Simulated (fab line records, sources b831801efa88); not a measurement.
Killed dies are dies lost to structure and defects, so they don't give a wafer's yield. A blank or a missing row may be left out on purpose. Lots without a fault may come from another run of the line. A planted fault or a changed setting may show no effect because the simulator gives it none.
Which tool did it? | flow sky130 | 11 lots, 33 wafers sampled, at 6 steps of a route of 708

WHAT THE GAUGES READ, wafer by wafer
SKY_CONTACT_RS_MEAS_25: measures by four-point-probe. Usual: CONTACT_W_RS 0.335 ohm/sq, standard deviation 0.0034.
lot  | measured     | on            | CONTACT_W_RS (ohm/sq) | flag
L911 | day 31 09:42 | film_metro-02 | 0.335 0.334 0.338     |
L913 | day 32 03:43 | film_metro-01 | 0.337 0.336 0.336     |
L918 | day 34 05:17 | film_metro-02 | 0.338 0.408 0.337     | OFF
L919 | day 34 10:50 | film_metro-03 | 0.336 0.336 0.405     | OFF
L920 | day 34 20:08 | film_metro-03 | 0.407 0.331 0.409     | OFF
L922 | day 35 06:32 | film_metro-03 | 0.414 0.339 0.415     | OFF
L925 | day 36 08:29 | film_metro-02 | 0.336 0.334 0.341     |
L928 | day 37 05:01 | film_metro-02 | 0.340 0.330 0.329     |
L932 | day 38 11:56 | film_metro-01 | 0.338 0.338 0.337     |
L933 | day 38 14:23 | film_metro-02 | 0.338 0.333 0.333     |
L934 | day 38 19:23 | film_metro-03 | 0.335 0.335 0.332     |

SKY_CONTACT_THK_MEAS_26: measures by xrf. Usual: CONTACT_W_THK 354 nm, standard deviation 4.9.
lot  | measured     | on            | CONTACT_W_THK (nm) | flag
L911 | day 31 09:49 | film_metro-02 | 352 356 351        |
L913 | day 32 03:49 | film_metro-01 | 353 353 352        |
L918 | day 34 05:25 | film_metro-02 | 350 289 351        | OFF
L919 | day 34 10:57 | film_metro-03 | 357 355 295        | OFF
L920 | day 34 20:14 | film_metro-03 | 294 364 292        | OFF
L922 | day 35 06:39 | film_metro-03 | 289 353 288        | OFF
L925 | day 36 08:36 | film_metro-02 | 351 354 345        |
L928 | day 37 05:07 | film_metro-02 | 349 362 362        |
L932 | day 38 12:04 | film_metro-01 | 346 349 350        |
L933 | day 38 14:31 | film_metro-02 | 350 357 357        |
L934 | day 38 19:29 | film_metro-03 | 358 359 361        |

WHICH TOOL RAN EACH LOT (tool, then ch and the chambers of the sampled wafers, then the start)
lot  | SKY_LI_CONTACT_CVD_21         | SKY_LOCAL_INTERCONNECT_SPUTTER_00 | SKY_CONTACT_SPUTTER_23       | SKY_CONTACT_CVD_24
L911 | cvd_w-01 ch 0,1, day 28 21:24 | pvd_sputter-04, day 28 22:01      | pvd_sputter-02, day 31 09:31 | cvd_w-02 ch 0,1, day 31 09:34
L913 | cvd_w-01 ch 0,1, day 29 17:09 | pvd_sputter-01, day 29 17:46      | pvd_sputter-01, day 32 03:31 | cvd_w-02 ch 0, day 32 03:35
L918 | cvd_w-02 ch 0,1, day 31 20:28 | pvd_sputter-03, day 31 21:05      | pvd_sputter-03, day 34 05:07 | cvd_w-02 ch 0,1, day 34 05:11
L919 | cvd_w-01 ch 0,1, day 32 01:52 | pvd_sputter-03, day 32 02:29      | pvd_sputter-02, day 34 10:39 | cvd_w-02 ch 0,1, day 34 10:43
L920 | cvd_w-01 ch 0,1, day 32 11:43 | pvd_sputter-01, day 32 12:17      | pvd_sputter-02, day 34 19:55 | cvd_w-02 ch 0,1, day 34 20:01
L922 | cvd_w-02 ch 0,1, day 32 21:45 | pvd_sputter-04, day 32 22:22      | pvd_sputter-03, day 35 06:21 | cvd_w-02 ch 0,1, day 35 06:25
L925 | cvd_w-02 ch 0,1, day 34 00:47 | pvd_sputter-03, day 34 01:23      | pvd_sputter-03, day 36 08:19 | cvd_w-01 ch 0,1, day 36 08:22
L928 | cvd_w-01 ch 0,1, day 34 21:17 | pvd_sputter-01, day 34 21:53      | pvd_sputter-03, day 37 04:49 | cvd_w-01 ch 0,1, day 37 04:53
L932 | cvd_w-02 ch 0, day 36 04:25   | pvd_sputter-04, day 36 05:01      | pvd_sputter-01, day 38 11:46 | cvd_w-02 ch 0,1, day 38 11:50
L933 | cvd_w-02 ch 0,1, day 36 07:24 | pvd_sputter-01, day 36 08:01      | pvd_sputter-03, day 38 14:13 | cvd_w-02 ch 0,1, day 38 14:17
L934 | cvd_w-02 ch 0,1, day 36 12:08 | pvd_sputter-04, day 36 12:44      | pvd_sputter-02, day 38 19:11 | cvd_w-02 ch 1, day 38 19:15
- SKY_LI_CONTACT_CVD_21: deposits W, target thk 400 nm, time 120.56 s.
- SKY_LOCAL_INTERCONNECT_SPUTTER_00: material TiN, target thk 100 nm, time 79.57 s.
- SKY_CONTACT_SPUTTER_23: material TiN, target thk 20 nm, time 80 s.
- SKY_CONTACT_CVD_24: deposits W, target thk 340 nm, time 102.12 s.

WHAT THE TOOLS THEMSELVES READ (means of the sampled wafers that have a number; where no wafer has one, the mark that the record gives instead)
SKY_LI_CONTACT_CVD_21. Usual: heater_power_outer_w 503 W, standard deviation 25; heater_power_w 827 W, standard deviation 31.
lot  | tool     | heater_power_outer_w (W) | heater_power_w (W) | flag
L911 | cvd_w-01 | 533                      | 834                |
L913 | cvd_w-01 | 530                      | 834                |
L918 | cvd_w-02 | 486                      | 812                |
L919 | cvd_w-01 | 534                      | 845                |
L920 | cvd_w-01 | 533                      | 872                |
L922 | cvd_w-02 | 479                      | 813                |
L925 | cvd_w-02 | 485                      | 823                |
L928 | cvd_w-01 | 534                      | 859                |
L932 | cvd_w-02 | 480                      | 814                |
L933 | cvd_w-02 | 478                      | 804                |
L934 | cvd_w-02 | 478                      | 815                |

SKY_LOCAL_INTERCONNECT_SPUTTER_00. Usual: substrate_temp_c 299.99 C, standard deviation 0.2; throttle_valve_pct 30.3 %, standard deviation 0.85.
lot  | tool           | substrate_temp_c (C) | throttle_valve_pct (%) | flag
L911 | pvd_sputter-04 | 299.99               | 30.7                   |
L913 | pvd_sputter-01 | 299.82               | 28.7                   |
L918 | pvd_sputter-03 | 299.92               | 30.4                   |
L919 | pvd_sputter-03 | 300.05               | 30.6                   |
L920 | pvd_sputter-01 | 300.05               | 29.8                   |
L922 | pvd_sputter-04 | 299.93               | 30.5                   |
L925 | pvd_sputter-03 | 300.14               | 30.6                   |
L928 | pvd_sputter-01 | 300.11               | 30.2                   |
L932 | pvd_sputter-04 | 300.15               | 30.1                   |
L933 | pvd_sputter-01 | 300.14               | 29.3                   |
L934 | pvd_sputter-04 | 299.89               | 31.1                   |

SKY_CONTACT_SPUTTER_23. Usual: throttle_valve_pct 30.0 %, standard deviation 0.86.
lot  | tool           | throttle_valve_pct (%) | flag
L911 | pvd_sputter-02 | 29.7                   |
L913 | pvd_sputter-01 | 29.5                   |
L918 | pvd_sputter-03 | 30.5                   |
L919 | pvd_sputter-02 | 29.6                   |
L920 | pvd_sputter-02 | 29.1                   |
L922 | pvd_sputter-03 | 30.4                   |
L925 | pvd_sputter-03 | 30.5                   |
L928 | pvd_sputter-03 | 30.0                   |
L932 | pvd_sputter-01 | 29.7                   |
L933 | pvd_sputter-03 | 30.4                   |
L934 | pvd_sputter-02 | 29.5                   |

SKY_CONTACT_CVD_24. Usual: heater_power_outer_w 504 W, standard deviation 25; heater_power_w 829 W, standard deviation 33.
lot  | tool     | heater_power_outer_w (W) | heater_power_w (W) | flag
L911 | cvd_w-02 | 485                      | 811                |
L913 | cvd_w-02 | 482                      | 821                |
L918 | cvd_w-02 | 482                      | 821                |
L919 | cvd_w-02 | 480                      | 809                |
L920 | cvd_w-02 | 491                      | 810                |
L922 | cvd_w-02 | 484                      | 809                |
L925 | cvd_w-01 | 534                      | 870                |
L928 | cvd_w-01 | 535                      | 860                |
L932 | cvd_w-02 | 481                      | 797                |
L933 | cvd_w-02 | 485                      | 813                |
L934 | cvd_w-02 | 487                      | 798                |

THE ANSWER, worked out from the rows above alone
Rule: a lot is off if the mean of its wafers that have a number lies more than 3 standard deviations from the usual mean. A lot without any number at a reading at which 4 lots or more have one is off too. The other lots that the step has rows for count as sound. The gauges are gone through in route order, then the tools' own readings, and for those a lot's mean is taken as printed above. The first step at which some lot is off is used, and at that step the reading that is off furthest; a lot without a number counts as furthest.
Off: L918, L919, L920, L922, at SKY_CONTACT_RS_MEAS_25 (CONTACT_W_RS).
A tool fits if, at a process step before that reading, it ran every lot that is off, and no sound lot after the first of them. The gauges at SKY_CONTACT_RS_MEAS_25 are tried like those tools. None of those tried fits.

WHAT THE SIMULATOR HAD PUT IN
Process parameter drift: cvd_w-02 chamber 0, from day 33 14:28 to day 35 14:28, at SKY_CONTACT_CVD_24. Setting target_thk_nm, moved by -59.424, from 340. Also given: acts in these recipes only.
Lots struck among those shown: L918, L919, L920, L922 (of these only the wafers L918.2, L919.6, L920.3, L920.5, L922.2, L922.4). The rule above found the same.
